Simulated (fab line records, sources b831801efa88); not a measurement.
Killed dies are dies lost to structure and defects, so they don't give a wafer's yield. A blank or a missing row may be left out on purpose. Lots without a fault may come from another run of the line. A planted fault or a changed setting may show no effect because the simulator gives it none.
Which tool did it? | flow gf180mcu | 12 lots, 36 wafers sampled, at 5 steps of a route of 602

WHAT THE GAUGES READ, wafer by wafer
GF_M2_THK_MEAS_06: measures by xrf. Usual: M2_ALCU_THK 451 nm, standard deviation 5.5.
lot  | measured     | on            | M2_ALCU_THK (nm) | flag
L920 | day 17 20:37 | film_metro-03 | 437 447 435      |
L921 | day 18 06:59 | film_metro-03 | 446 451 448      |
L922 | day 18 19:31 | film_metro-03 | 442 451 449      |
L924 | day 19 13:40 | film_metro-03 | 456 452 459      |
L925 | day 20 06:55 | film_metro-02 | 445 440 444      |
L926 | day 20 16:40 | film_metro-02 | 447 450 444      |
L927 | day 21 00:22 | film_metro-02 | 444 446 441      |
L928 | day 21 07:07 | film_metro-04 | 447 450 453      |
L929 | day 21 14:06 | film_metro-03 | 456 450 453      |
L935 | day 23 19:35 | film_metro-02 | 455 453 457      |
L941 | day 25 17:41 | film_metro-04 | 456 451 453      |
L942 | day 26 03:17 | film_metro-03 | 451 445 450      |

GF_V2_BOW_MEAS_05. Usual: V2_BOW 101 um, standard deviation 7.2.
lot  | measured     | on            | V2_BOW (um)     | flag
L920 | day 18 20:55 | film_metro-03 | 117 95 111      |
L921 | day 19 08:38 | film_metro-01 | 115 92 108      |
L922 | day 19 21:07 | film_metro-01 | 100 94 100      |
L924 | day 20 14:47 | film_metro-04 | 108 103 105     |
L925 | day 21 08:22 | film_metro-01 | 92 95 95        |
L926 | day 21 18:02 | film_metro-01 | 91 85 96        |
L927 | day 22 02:06 | film_metro-04 | 106 109 95      |
L928 | day 22 08:41 | film_metro-04 | 105 98 99       |
L929 | day 22 14:37 | film_metro-03 | 91 91 95        |
L935 | day 24 19:15 | film_metro-03 | 98 104 95 - - - |
L941 | day 26 16:11 | film_metro-04 | 102 104 93      |
L942 | day 27 00:32 | film_metro-01 | 92 89 101       |

WHICH TOOL RAN EACH LOT (tool, then ch and the chambers of the sampled wafers, then the start)
lot  | GF_V1_SPUTTER_22             | GF_V2_CVD_02                    | GF_V2_CMP_04
L920 | pvd_sputter-01, day 17 19:38 | pecvd-04 ch 0,1,2, day 18 20:29 | cmp-02 ch 1,2,3, day 18 20:37
L921 | pvd_sputter-03, day 18 05:53 | pecvd-04 ch 1,2, day 19 08:00   | cmp-01 ch 0,1,2, day 19 08:28
L922 | pvd_sputter-01, day 18 18:32 | pecvd-03 ch 0,1,2, day 19 20:41 | cmp-01 ch 0,1,3, day 19 20:52
L924 | pvd_sputter-03, day 19 12:41 | pecvd-04 ch 0,1,2, day 20 14:22 | cmp-01 ch 1,2,3, day 20 14:29
L925 | pvd_sputter-03, day 20 05:56 | pecvd-01 ch 0,1,2, day 21 07:56 | cmp-01 ch 0,1,2, day 21 08:10
L926 | pvd_sputter-03, day 20 15:41 | pecvd-03 ch 0,2, day 21 17:32   | cmp-01 ch 0,1,2, day 21 17:46
L927 | pvd_sputter-02, day 20 23:23 | pecvd-01 ch 0,1,2, day 22 01:22 | cmp-01 ch 0,2,3, day 22 01:50
L928 | pvd_sputter-03, day 21 05:50 | pecvd-01 ch 1,2, day 22 08:14   | cmp-01 ch 1,2, day 22 08:22
L929 | pvd_sputter-02, day 21 13:07 | pecvd-03 ch 0,1,2, day 22 14:08 | cmp-02 ch 1,2,3, day 22 14:19
L935 | pvd_sputter-01, day 23 18:36 | pecvd-01 ch 1,2, day 24 18:48   | cmp-02 ch 0,1,3, day 24 19:02
L941 | pvd_sputter-03, day 25 16:42 | pecvd-04 ch 0,2, day 26 15:44   | cmp-01 ch 1,2, day 26 15:52
L942 | pvd_sputter-03, day 26 02:18 | pecvd-03 ch 0,1, day 27 00:02   | cmp-01 ch 0,3, day 27 00:13
- GF_V1_SPUTTER_22: material TiN, target thk 10 nm, time 40 s.
- GF_V2_CVD_02: deposits SiO2 from TEOS, target thk 850 nm, time 94.851 s.
- GF_V2_CMP_04: polishes SiO2.

WHAT THE TOOLS THEMSELVES READ (means of the sampled wafers that have a number; where no wafer has one, the mark that the record gives instead)
GF_V1_SPUTTER_22. Usual: throttle_valve_pct 29.6 %, standard deviation 0.75.
lot  | tool           | throttle_valve_pct (%) | flag
L920 | pvd_sputter-01 | 30.0                   |
L921 | pvd_sputter-03 | 30.1                   |
L922 | pvd_sputter-01 | 30.1                   |
L924 | pvd_sputter-03 | 28.7                   |
L925 | pvd_sputter-03 | 29.6                   |
L926 | pvd_sputter-03 | 29.9                   |
L927 | pvd_sputter-02 | 29.8                   |
L928 | pvd_sputter-03 | 28.8                   |
L929 | pvd_sputter-02 | 29.6                   |
L935 | pvd_sputter-01 | 30.1                   |
L941 | pvd_sputter-03 | 29.0                   |
L942 | pvd_sputter-03 | 29.4                   |

GF_V2_CVD_02. Usual: heater_power_outer_w 401 W, standard deviation 51; heater_power_w 684 W, standard deviation 77.
lot  | tool     | heater_power_outer_w (W) | heater_power_w (W) | flag
L920 | pecvd-04 | 422                      | 705                |
L921 | pecvd-04 | 457                      | 747                |
L922 | pecvd-03 | 386                      | 651                |
L924 | pecvd-04 | 425                      | 696                |
L925 | pecvd-01 | 357                      | 639                |
L926 | pecvd-03 | 371                      | 658                |
L927 | pecvd-01 | 368                      | 654                |
L928 | pecvd-01 | 358                      | 656                |
L929 | pecvd-03 | 380                      | 646                |
L935 | pecvd-01 | 359                      | 653                |
L941 | pecvd-04 | 370                      | 647                |
L942 | pecvd-03 | 384                      | 651                |

GF_V2_CMP_04. Usual: motor_current_A 11.9 A, standard deviation 0.92; time_to_endpoint_s 82 s, standard deviation 5.7.
lot  | tool   | motor_current_A (A) | time_to_endpoint_s (s) | flag
L920 | cmp-02 | 11.1                | 93                     |
L921 | cmp-01 | 12.1                | 85                     |
L922 | cmp-01 | 11.7                | 81                     |
L924 | cmp-01 | 12.3                | 76                     |
L925 | cmp-01 | 12.5                | 85                     |
L926 | cmp-01 | 12.4                | 84                     |
L927 | cmp-01 | 12.0                | 80                     |
L928 | cmp-01 | 12.8                | 78                     |
L929 | cmp-02 | 11.1                | 87                     |
L935 | cmp-02 | 12.0                | 100                    | OFF
L941 | cmp-01 | 12.4                | 88                     |
L942 | cmp-01 | 11.1                | 77                     |

THE ANSWER, worked out from the rows above alone
Rule: a lot is off if the mean of its wafers that have a number lies more than 3 standard deviations from the usual mean. A lot without any number at a reading at which 4 lots or more have one is off too. The other lots that the step has rows for count as sound. The gauges are gone through in route order, then the tools' own readings, and for those a lot's mean is taken as printed above. The first step at which some lot is off is used, and at that step the reading that is off furthest; a lot without a number counts as furthest.
Off: L935, at GF_V2_CMP_04 (time_to_endpoint_s).
A tool fits if, at that step or a process step before it, it ran every lot that is off, and no sound lot after the first of them. Can't be told from this: 3 tools fit, pvd_sputter-01 at GF_V1_SPUTTER_22, pecvd-01 at GF_V2_CVD_02, cmp-02 at GF_V2_CMP_04.

WHAT THE SIMULATOR HAD PUT IN
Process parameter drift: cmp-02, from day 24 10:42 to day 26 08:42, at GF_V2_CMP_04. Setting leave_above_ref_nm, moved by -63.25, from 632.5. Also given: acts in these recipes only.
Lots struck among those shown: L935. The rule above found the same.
